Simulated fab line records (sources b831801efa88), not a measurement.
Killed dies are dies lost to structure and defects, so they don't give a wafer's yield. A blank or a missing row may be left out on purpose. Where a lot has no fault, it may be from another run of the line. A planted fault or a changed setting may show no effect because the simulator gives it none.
fab line records ; flow sky130
[record] lots = 6; wafers = 18; lastDay = 50
route steps=708 shown LI_CONTACT@369 PAD_OPEN@708
lots untouched by any fault: they come from a run of this same line in which no faults occurred
startH: hours from the record's first day to the start of the lot's first wafer shown ; waitH: hours from the lot's prior step to this one ; " same as the row above ; L1.1+2: a single row standing in for several wafers ; - no value present, or no start provided ; * or withheld: withheld ; < > ~ a bound
route shown NAME@n: a module of which the file shows steps, and the number in the route of the first ; usual: mean and standard deviation over wafers with no fault ; same: alike in all rows ; chamber/n: place in a boat ; sites: per-site readings ; _std_site: how widely they spread, as a standard deviation ; _edge_site: the outer-site mean with the inner-site mean subtracted ; radiusMm: for every site, how far away it sits from the centre of the wafer ; mask NAME#n: copy n ; behind: tool/chamber where the wafer was last shaped ; hold: what put the lot on hold/how long, in hours/how the hold closed ; device: the transistor (n, p or np) that didn't switch ; end of line: the tests these same wafers got at the end of their route ; a step given without rows: its recipe and nothing more ; killed: dies lost to structure and defects at the first sort, not the wafer's yield ; map: shows each die of a wafer: x if killed, . if not, _ if none is there
set.NAME: the setting that was run; set.NAME@STEP: the one run at that earlier step ; model.NAME: the simulator's own value behind a step, which no gauge read
lots seen at some steps along the route; tables by step, rows by wafer
services: when a tool's chamber went out of use (startH, in hours from the record's first day, below 0 if earlier), for how many hours, and the reason
[[steps]]
[step SKY_LI_CONTACT_COAT_07]
[recipe] resist = KrF-thick; spinRpm = 3000; resistThkNm = 450
[step SKY_LI_CONTACT_SOFTBAKE_08]
[recipe] tempC = 100; timeS = 90; resist = KrF-thick
[step SKY_LI_CONTACT_EXPOSE_09]
[recipe] maskId = LICM1; na = 0.8; sourceShape = annular; sigmaInner = 0.55; sigmaOuter = 0.85; targetCdNm = 170; doseMj = 38
[step SKY_LI_CONTACT_PEB_10]
[recipe] pebTempC = withheld; pebTimeS = withheld; resist = KrF-thick
[step SKY_LI_CONTACT_DEVELOP_11]
[recipe] developTimeS = 60; resist = KrF-thick; devTempC = 21
[step SKY_LI_CONTACT_CD_MEAS_12]
[recipe] targetCdNm = 170
[usual] cdNm = 169.5/1.6
lot.wafer;tool;chamber;startH;waitH;cdNm
L980.3;cdSem-01;-;728.13;-;171.6
L980.4;cdSem-01;-;728.13;-;171.2
L980.6;cdSem-01;-;728.13;-;171.4
L983.1;cdSem-02;-;751.35;-;169.9
L983.4;cdSem-02;-;751.35;-;170.2
L983.6;cdSem-02;-;751.35;-;169.3
L985.2;cdSem-01;-;770.82;-;169.1
L985.4;cdSem-01;-;770.82;-;168.9
L985.6;cdSem-01;-;770.82;-;168.2
L986.2;cdSem-01;-;775.41;-;171.3
L986.5;cdSem-01;-;775.41;-;171.7
L986.6;cdSem-01;-;775.41;-;171.6
L994.2;cdSem-02;-;833.72;-;165.2
L994.4;cdSem-02;-;833.72;-;165.9
L994.5;cdSem-02;-;833.72;-;166.5
L996.4;cdSem-02;-;850.11;-;170.8
L996.5;cdSem-02;-;850.11;-;170.1
L996.6;cdSem-02;-;850.11;-;169.8
[step SKY_LI_CONTACT_OVL_MEAS_13]
[usual] LI_CONTACT_OVL = -1/4.7
lot.wafer;tool;chamber;startH;waitH;LI_CONTACT_OVL[nm]
L980.3;overlay-02;-;728.23;0.1;1
L980.4;overlay-02;-;728.23;0.1;-3
L980.6;overlay-02;-;728.23;0.1;-2
L983.1;overlay-01;-;751.47;0.1;2
L983.4;overlay-01;-;751.47;0.1;-2
L983.6;overlay-01;-;751.47;0.1;5
L985.2;overlay-01;-;770.93;0.1;-4
L985.4;overlay-01;-;770.93;0.1;0
L985.6;overlay-01;-;770.93;0.1;-2
L986.2;overlay-02;-;775.52;0.1;-7
L986.5;overlay-02;-;775.52;0.1;1
L986.6;overlay-02;-;775.52;0.1;1
L994.2;overlay-02;-;833.83;0.1;0
L994.4;overlay-02;-;833.83;0.1;-5
L994.5;overlay-02;-;833.83;0.1;-1
L996.4;overlay-01;-;850.19;0.1;4
L996.5;overlay-01;-;850.19;0.1;-5
L996.6;overlay-01;-;850.19;0.1;-2
[step SKY_LI_CONTACT_ETCH_14]
[recipe] chemistry = N2/H2; target = BARC; ionEnergyEv = 200; sourceW = 500; biasW = 100; pressureMtorr = 30; n2FlowSccm = 100; h2FlowSccm = 200; stopOn = SiO2; timeS = 45.9; targetDepthA = 600
[usual] drypumpMotorCurrentA = 5.77/0.27; oesProductAu = 0.854/0.0045; throttleValvePct = 13.225/0.0082
lot.wafer;tool;chamber;startH;waitH;drypumpMotorCurrentA;oesProductAu;rfHoursCounterH;throttleValvePct
L980.3;rieDiel-02;2;728.25;0.0;6.04;0.857;8;13.230
L980.4;rieDiel-02;0;728.25;0.0;6.15;0.855;50;13.231
L980.6;rieDiel-02;3;728.25;0.0;5.62;0.856;-;13.220
L983.1;rieDiel-01;0;751.51;0.0;5.92;0.860;8;13.220
L983.4;rieDiel-01;2;751.51;0.0;6.13;0.858;9;13.223
L983.6;rieDiel-01;2;751.51;0.0;6.14;0.858;-;13.216
L985.2;rieDiel-02;1;770.96;0.0;5.35;0.863;5;13.216
L985.4;rieDiel-02;0;770.96;0.0;6.16;0.862;1;13.222
L985.6;rieDiel-02;1;770.96;0.0;5.35;0.858;-;13.235
L986.2;rieDiel-03;0;775.55;0.0;6.02;0.854;8;13.231
L986.5;rieDiel-03;1;775.55;0.0;5.68;0.854;-;13.222
L986.6;rieDiel-03;0;775.55;0.0;6.03;0.854;-;13.228
L994.2;rieDiel-02;1;833.86;0.0;5.36;0.851;7;13.228
L994.4;rieDiel-02;3;833.86;0.0;5.58;0.863;10;13.238
L994.5;rieDiel-02;2;833.86;0.0;6.09;0.857;-;13.226
L996.4;rieDiel-02;1;850.21;0.0;5.32;0.852;8;13.219
L996.5;rieDiel-02;2;850.21;0.0;6.08;0.856;-;13.223
L996.6;rieDiel-02;1;850.21;0.0;5.32;0.860;-;13.223
[step SKY_LI_CONTACT_ETCH_15]
[recipe] target = PSG; chemistry = C4F8/O2/Ar; stopOn = Si; taperDeg = 4.15; maskMaterial = KrF-thick; sourceW = 1500; biasW = 1200; pressureMtorr = 40; c4f8FlowSccm = withheld; O2_flow_sccm = 6; Ar_flow_sccm = 300; timeS = withheld; targetDepthA = 6000
[usual] oesProductAu = 0.837/0.0045
lot.wafer;tool;chamber;startH;waitH;oesProductAu
L980.3;rieDiel-02;2;728.29;0.0;0.833
L980.4;rieDiel-02;0;728.29;0.0;0.841
L980.6;rieDiel-02;3;728.29;0.0;0.839
L983.1;rieDiel-01;0;751.55;0.0;0.830
L983.4;rieDiel-01;2;751.55;0.0;0.836
L983.6;rieDiel-01;2;751.55;0.0;0.841
L985.2;rieDiel-02;1;771.00;0.0;0.840
L985.4;rieDiel-02;0;771.00;0.0;0.833
L985.6;rieDiel-02;1;771.00;0.0;0.838
L986.2;rieDiel-03;0;775.59;0.0;0.826
L986.5;rieDiel-03;1;775.59;0.0;0.840
L986.6;rieDiel-03;0;775.59;0.0;0.839
L994.2;rieDiel-02;1;833.90;0.0;0.833
L994.4;rieDiel-02;3;833.90;0.0;0.842
L994.5;rieDiel-02;2;833.90;0.0;0.837
L996.4;rieDiel-02;1;850.25;0.0;0.831
L996.5;rieDiel-02;2;850.25;0.0;0.832
L996.6;rieDiel-02;1;850.25;0.0;0.836
[step SKY_LI_CONTACT_STRIP_16]
[recipe] chemistry = O2/N2; powerW = 1400; pressureMtorr = 1500; platenTempC = withheld; o2FlowSccm = 3000; n2FlowSccm = 300; overashFraction = 0.5
[usual] drypumpMotorCurrentA = 5.6/0.43; oesProductAu = 0.376/0.0047; stripTimeToEndpointS = 3.500/0.029
lot.wafer;tool;chamber;startH;waitH;drypumpMotorCurrentA;oesProductAu;rfHoursCounterH;stripTimeToEndpointS
L980.3;plasmaAsher-03;0;728.41;-;4.9;0.368;-;3.521
L980.4;plasmaAsher-03;1;728.41;-;5.7;0.389;-;3.486
L980.6;plasmaAsher-03;0;728.41;-;4.9;0.373;-;3.470
L983.1;plasmaAsher-02;0;751.63;-;6.1;0.389;30;3.523
L983.4;plasmaAsher-02;1;751.63;-;5.7;0.383;-;3.546
L983.6;plasmaAsher-02;0;751.63;-;6.1;0.378;-;3.500
L985.2;plasmaAsher-03;0;771.08;-;4.9;0.383;3;3.495
L985.4;plasmaAsher-03;1;771.08;-;5.7;0.375;-;3.497
L985.6;plasmaAsher-03;0;771.08;-;4.9;0.381;-;3.526
L986.2;plasmaAsher-03;0;775.68;-;4.9;0.368;3;3.460
L986.5;plasmaAsher-03;0;775.68;-;4.9;0.375;-;3.531
L986.6;plasmaAsher-03;1;775.68;-;5.7;0.379;-;3.452
L994.2;plasmaAsher-02;1;833.98;-;5.8;0.373;39;3.518
L994.4;plasmaAsher-02;1;833.98;-;5.8;0.366;-;3.458
L994.5;plasmaAsher-02;0;833.98;-;6.1;0.376;-;3.524
L996.4;plasmaAsher-02;1;850.37;-;5.7;0.378;-;3.561
L996.5;plasmaAsher-02;0;850.37;-;6.1;0.379;-;3.523
L996.6;plasmaAsher-02;1;850.37;-;5.7;0.381;-;3.540
[step SKY_LI_CONTACT_CLEAN_17]
[recipe] chemistry = NMP; timeS = 600; tempC = 60; dry = n2Spin
[step SKY_LI_CONTACT_PRE_CLEAN_18]
[recipe] gas = Ar; timeS = 5.6; biasV = 358
[step SKY_LI_CONTACT_SPUTTER_19]
[recipe] material = Ti; targetThkNm = 20; chamberPressurePa = 5; powerW = 2500; substrateTempC = 200; timeS = 106.37
[usual] cathodeDcPowerW = 2500.1/0.49; chamberPressurePa = 5.001/0.0093; throttleValvePct = 30.3/1.1
lot.wafer;tool;chamber;startH;waitH;cathodeDcPowerW;chamberPressurePa;throttleValvePct
L980.3;pvdSputter-01;-;728.69;0.0;2499.8;4.999;31.1
L980.4;pvdSputter-01;-;728.69;0.0;2500.8;4.990;30.5
L980.6;pvdSputter-01;-;728.69;0.0;2500.0;4.995;29.4
L983.1;pvdSputter-03;-;751.93;0.0;2499.3;4.995;29.0
L983.4;pvdSputter-03;-;751.93;0.0;2499.3;5.008;29.6
L983.6;pvdSputter-03;-;751.93;0.0;2500.4;5.001;29.1
L985.2;pvdSputter-01;-;771.38;0.0;-;-;-
L985.4;pvdSputter-01;-;771.38;0.0;-;-;-
L985.6;pvdSputter-01;-;771.38;0.0;-;-;-
L986.2;pvdSputter-01;-;775.97;0.0;-;-;-
L986.5;pvdSputter-01;-;775.97;0.0;-;-;-
L986.6;pvdSputter-01;-;775.97;0.0;-;-;-
L994.2;pvdSputter-04;-;834.28;0.0;2500.0;5.000;31.6
L994.4;pvdSputter-04;-;834.28;0.0;2500.4;4.997;28.9
L994.5;pvdSputter-04;-;834.28;0.0;2500.0;5.013;29.1
L996.4;pvdSputter-04;-;850.63;0.0;2499.1;4.983;31.6
L996.5;pvdSputter-04;-;850.63;0.0;2499.9;4.992;29.1
L996.6;pvdSputter-04;-;850.63;0.0;2500.1;4.998;32.5
[step SKY_LI_CONTACT_SPUTTER_20]
[recipe] material = TiN; targetThkNm = 20; chamberPressurePa = 5; powerW = 4000; timeS = 80
[usual] cathodeDcPowerW = 3999.9/0.79; chamberPressurePa = 4.999/0.011; throttleValvePct = 30.3/1.1
lot.wafer;tool;chamber;startH;waitH;cathodeDcPowerW;chamberPressurePa;throttleValvePct
L980.3;pvdSputter-01;-;728.76;0.0;4000.1;5.018;31.1
L980.4;pvdSputter-01;-;728.76;0.0;3999.7;5.008;30.5
L980.6;pvdSputter-01;-;728.76;0.0;3999.9;4.967;29.5
L983.1;pvdSputter-03;-;752.00;0.0;3999.5;5.011;28.9
L983.4;pvdSputter-03;-;752.00;0.0;3999.7;5.015;29.8
L983.6;pvdSputter-03;-;752.00;0.0;4000.8;5.008;29.2
L985.2;pvdSputter-01;-;771.45;0.0;4000.4;5.003;30.9
L985.4;pvdSputter-01;-;771.45;0.0;3999.4;5.007;30.3
L985.6;pvdSputter-01;-;771.45;0.0;4000.0;4.991;29.5
L986.2;pvdSputter-01;-;776.05;0.0;4000.0;5.004;30.5
L986.5;pvdSputter-01;-;776.05;0.0;3999.3;4.998;30.5
L986.6;pvdSputter-01;-;776.05;0.0;4001.5;4.990;30.2
L994.2;pvdSputter-04;-;834.35;0.0;4000.4;4.991;31.7
L994.4;pvdSputter-04;-;834.35;0.0;4000.2;5.001;28.9
L994.5;pvdSputter-04;-;834.35;0.0;4002.3;5.002;29.0
L996.4;pvdSputter-04;-;850.70;0.0;3999.4;5.002;31.4
L996.5;pvdSputter-04;-;850.70;0.0;4000.5;4.984;29.1
L996.6;pvdSputter-04;-;850.70;0.0;3999.2;5.006;32.7
[step SKY_PAD_OPEN_PROBE_99]
[usual] killed_at_M0_to_M3 = 43/6.5; killed_at_M4_up = 3.2/1.8; killedAtContacts = 24/5.2; killedAtFrontEnd = 15/4; killedAtOther = 0.4/0.69; killedDies = 86/8.7; killedOnRim = 17/3.7; killedOpen = 47/7; killedShort = 39/5.7
[same] grossDies = 492; killedAtBackSide = 0
lot.wafer;tool;chamber;startH;waitH;killed_at_M0_to_M3;killed_at_M4_up;killedAtContacts;killedAtFrontEnd;killedAtOther;killedDies;killedOnRim;killedOpen;killedShort
L980.3;prober-02;-;1113.31;0.2;45;5;26;9;1;86;12;50;36
L980.4;prober-02;-;1113.36;0.2;37;3;20;18;2;80;15;43;35
L980.6;prober-02;-;1113.46;0.2;49;4;25;15;0;93;22;48;44
L985.2;prober-01;-;1144.82;0.1;49;4;425;14;0;492;96;45;47
L985.4;prober-01;-;1144.92;0.2;34;5;432;21;0;492;96;38;44
L985.6;prober-01;-;1145.02;0.2;38;4;434;16;0;492;96;48;37
L986.2;prober-02;-;1146.32;0.1;46;1;424;21;0;492;96;42;38
L986.5;prober-02;-;1146.47;0.2;38;7;429;18;0;492;96;44;43
L986.6;prober-02;-;1146.52;0.2;42;2;433;14;1;492;96;50;31
L994.2;prober-02;-;1184.56;0.1;42;3;26;19;2;92;15;52;39
L994.4;prober-02;-;1184.66;0.2;53;3;20;12;1;89;21;57;32
L994.5;prober-02;-;1184.71;0.2;48;4;30;19;0;101;26;50;51
L996.4;prober-02;-;1196.72;0.2;45;5;23;16;1;90;13;51;37
L996.5;prober-02;-;1196.77;0.2;45;5;28;15;2;95;19;59;35
L996.6;prober-02;-;1196.82;0.2;49;5;18;20;1;93;15;56;34
// killed by level:class
L980.3 VIA1:geometricParticle:open=17 CONTACT:geometricParticle:open=9 LI_CONTACT:geometricParticle:open=7 VIA2:geometricParticle:open=6 CONTACT:geometricParticle:short=5 VIA3:geometricParticle:short=5 VIA1:geometricParticle:short=4 METAL2:geometricParticle:short=4
L980.4 VIA3:geometricParticle:open=11 METAL1:geometricParticle:short=7 VIA1:geometricParticle:open=7 CONTACT:geometricParticle:open=6 FIELD_ISO:geometricParticle:short=5 POLY_GATE:geometricParticle:open=5 LOCAL_INTERCONNECT:geometricParticle:short=5 FIELD_ISO:geometricParticle:open=4
L980.6 LI_CONTACT:geometricParticle:open=8 VIA2:geometricParticle:open=8 VIA1:geometricParticle:open=7 VIA3:geometricParticle:open=7 LOCAL_INTERCONNECT:geometricParticle:short=6 VIA2:geometricParticle:short=6 POLY_GATE:geometricParticle:open=4 CONTACT:geometricParticle:short=4
L985.2 LI_CONTACT:areaSputter=400 VIA1:geometricParticle:open=10 VIA3:geometricParticle:open=8 LOCAL_INTERCONNECT:geometricParticle:short=7 LI_CONTACT:geometricParticle:open=6 CONTACT:geometricParticle:short=6 METAL1:geometricParticle:short=6 VIA2:geometricParticle:open=6
L985.4 LI_CONTACT:areaSputter=409 VIA1:geometricParticle:open=8 POLY_GATE:geometricParticle:short=7 METAL1:geometricParticle:short=7 LOCAL_INTERCONNECT:geometricParticle:short=7 CONTACT:geometricParticle:open=7 VIA3:geometricParticle:open=7 FIELD_ISO:geometricParticle:short=5
L985.6 LI_CONTACT:areaSputter=406 VIA1:geometricParticle:short=8 VIA1:geometricParticle:open=8 LI_CONTACT:geometricParticle:open=7 LOCAL_INTERCONNECT:geometricParticle:short=6 CONTACT:geometricParticle:open=6 VIA3:geometricParticle:open=6 POLY_GATE:geometricParticle:open=5
L986.2 LI_CONTACT:areaSputter=411 METAL1:geometricParticle:short=10 VIA3:geometricParticle:open=10 FIELD_ISO:geometricParticle:open=6 VIA1:geometricParticle:open=6 METAL2:geometricParticle:short=5 POLY_GATE:geometricParticle:open=4 POLY_GATE:geometricParticle:short=4
L986.5 LI_CONTACT:areaSputter=405 VIA1:geometricParticle:short=8 LI_CONTACT:geometricParticle:open=8 VIA1:geometricParticle:open=8 POLY_GATE:geometricParticle:short=7 VIA3:geometricParticle:open=6 METAL1:geometricParticle:short=5 CONTACT:geometricParticle:short=4
L986.6 LI_CONTACT:areaSputter=411 VIA1:geometricParticle:open=12 VIA3:geometricParticle:open=7 LOCAL_INTERCONNECT:geometricParticle:short=6 CONTACT:geometricParticle:open=6 VIA2:geometricParticle:open=6 POLY_GATE:geometricParticle:short=4 LI_CONTACT:geometricParticle:open=4
L994.2 LI_CONTACT:geometricParticle:open=10 VIA1:geometricParticle:open=8 VIA2:geometricParticle:open=8 FIELD_ISO:geometricParticle:open=6 CONTACT:geometricParticle:short=6 VIA1:geometricParticle:short=6 FIELD_ISO:geometricParticle:short=5 CONTACT:geometricParticle:open=5
L994.4 VIA2:geometricParticle:open=12 VIA3:geometricParticle:open=10 METAL1:geometricParticle:short=8 VIA1:geometricParticle:open=8 LI_CONTACT:geometricParticle:open=7 CONTACT:geometricParticle:open=7 POLY_GATE:geometricParticle:open=4 METAL1:geometricParticle:open=3
L994.5 CONTACT:geometricParticle:open=15 VIA3:geometricParticle:open=12 POLY_GATE:geometricParticle:open=6 METAL2:geometricParticle:short=6 METAL3:geometricParticle:short=6 VIA1:geometricParticle:short=5 POLY_GATE:geometricParticle:short=5 LI_CONTACT:geometricParticle:open=5
L996.4 CONTACT:geometricParticle:open=13 VIA1:geometricParticle:open=12 VIA1:geometricParticle:short=9 FIELD_ISO:geometricParticle:open=6 VIA3:geometricParticle:open=6 POLY_GATE:geometricParticle:short=4 CONTACT:geometricParticle:short=4 VIA2:geometricParticle:open=4
L996.5 VIA1:geometricParticle:open=15 VIA3:geometricParticle:open=11 CONTACT:geometricParticle:open=9 POLY_GATE:geometricParticle:open=6 LI_CONTACT:geometricParticle:open=6 CONTACT:geometricParticle:short=6 METAL2:geometricParticle:short=6 FIELD_ISO:geometricParticle:open=4
L996.6 VIA3:geometricParticle:open=13 VIA1:geometricParticle:open=11 VIA2:geometricParticle:open=7 LI_CONTACT:geometricParticle:open=6 CONTACT:geometricParticle:open=6 VIA1:geometricParticle:short=6 FIELD_ISO:geometricParticle:open=5 FIELD_ISO:geometricParticle:short=5
// map L985.2 (x killed, . not)
__________xxxxxxxxxx_________
________xxxxxxxxxxxxxx_______
______xxxxxxxxxxxxxxxxxx_____
_____xxxxxxxxxxxxxxxxxxxx____
____xxxxxxxxxxxxxxxxxxxxxx___
___xxxxxxxxxxxxxxxxxxxxxxxx__
__xxxxxxxxxxxxxxxxxxxxxxxxxx_
_xxxxxxxxxxxxxxxxxxxxxxxxxxxx
_xxxxxxxxxxxxxxxxxxxxxxxxxxxx
_xxxxxxxxxxxxxxxxxxxxxxxxxxxx
_xxxxxxxxxxxxxxxxxxxxxxxxxxxx
_xxxxxxxxxxxxxxxxxxxxxxxxxxxx
_xxxxxxxxxxxxxxxxxxxxxxxxxxxx
_xxxxxxxxxxxxxxxxxxxxxxxxxxxx
_xxxxxxxxxxxxxxxxxxxxxxxxxxxx
__xxxxxxxxxxxxxxxxxxxxxxxxxx_
___xxxxxxxxxxxxxxxxxxxxxxxx__
____xxxxxxxxxxxxxxxxxxxxxx___
_____xxxxxxxxxxxxxxxxxxxx____
______xxxxxxxxxxxxxxxxxx_____
________xxxxxxxxxxxxxx_______
__________xxxxxxxxxx_________
// map L986.2 (x killed, . not)
__________xxxxxxxxxx_________
________xxxxxxxxxxxxxx_______
______xxxxxxxxxxxxxxxxxx_____
_____xxxxxxxxxxxxxxxxxxxx____
____xxxxxxxxxxxxxxxxxxxxxx___
___xxxxxxxxxxxxxxxxxxxxxxxx__
__xxxxxxxxxxxxxxxxxxxxxxxxxx_
_xxxxxxxxxxxxxxxxxxxxxxxxxxxx
_xxxxxxxxxxxxxxxxxxxxxxxxxxxx
_xxxxxxxxxxxxxxxxxxxxxxxxxxxx
_xxxxxxxxxxxxxxxxxxxxxxxxxxxx
_xxxxxxxxxxxxxxxxxxxxxxxxxxxx
_xxxxxxxxxxxxxxxxxxxxxxxxxxxx
_xxxxxxxxxxxxxxxxxxxxxxxxxxxx
_xxxxxxxxxxxxxxxxxxxxxxxxxxxx
__xxxxxxxxxxxxxxxxxxxxxxxxxx_
___xxxxxxxxxxxxxxxxxxxxxxxx__
____xxxxxxxxxxxxxxxxxxxxxx___
_____xxxxxxxxxxxxxxxxxxxx____
______xxxxxxxxxxxxxxxxxx_____
________xxxxxxxxxxxxxx_______
__________xxxxxxxxxx_________
[[services]]
tool;chamber;startH;hours;kind
rieDiel-02;-;715.54;2.8;pm
rieDiel-02;-;720.58;1.1;repair
rieDiel-02;0;728.51;-;clean
rieDiel-02;0;728.51;22.4;scheduledDown
rieDiel-02;0;728.51;22.4;ventCycle
plasmaAsher-03;-;733.75;9.0;pm
plasmaAsher-03;0;733.75;9.0;ventCycle
plasmaAsher-03;1;733.75;9.0;ventCycle
plasmaAsher-03;0;742.75;-;clean
plasmaAsher-03;1;742.75;-;clean
rieDiel-01;-;753.58;2.8;pm
rieDiel-02;1;757.36;6.3;repair
plasmaAsher-02;-;758.22;2.8;pm
pvdSputter-04;1;770.90;-;consumableReplace:kit
pvdSputter-04;1;770.90;18.0;scheduledDown
pvdSputter-04;1;770.90;18.0;ventCycle
pvdSputter-03;3;772.61;-;consumableReplace:kit
plasmaAsher-03;-;789.07;23.1;repair
rieDiel-02;0;796.00;15.3;repair
plasmaAsher-03;-;797.02;1.1;repair
rieDiel-01;0;807.37;3.4;repair
rieDiel-03;0;826.05;93.0;repair
pvdSputter-04;-;834.45;0.6;repair
pvdSputter-04;-;837.07;1.5;repair
[[key]]
[firstSign] step = SKY_LI_CONTACT_SPUTTER_19; reading = toolRecord; direction = missing
[effect] step = SKY_PAD_OPEN_PROBE_99; reading = killedAtContacts; direction = up; sigmas = 78; usual = 24; struck = 430
[moreKillsBornAt] SKY_LI_CONTACT_SPUTTER_19@pvdSputter-01 = 2442
metAt SKY_LI_CONTACT_SPUTTER_19
struckWafers L985.2,L985.4,L985.6,L986.2,L986.5,L986.6
laterRowsLeftOut L985.2,L985.4,L985.6,L986.2,L986.5,L986.6
testerLeftOut L985,L986
onsetBetween 728.69 771.38
[fault] kind = skippedStepWhole; tool = pvdSputter-01; chamber = -; onsetH = 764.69; steps = SKY_LI_CONTACT_SPUTTER_19; scope = struckLotsOnly
// testerLeftOut: of these lots the tester's yield and bins aren't shown, on N5 and GAA mostly nor the transistor test; their killed dies are dies lost to structure and defects alone, not to doping, threshold or leakage, so they don't give the yield
// laterRowsLeftOut: the simulator's readings of these wafers behind a module that went badly wrong aren't trusted and aren't shown, but for the sort
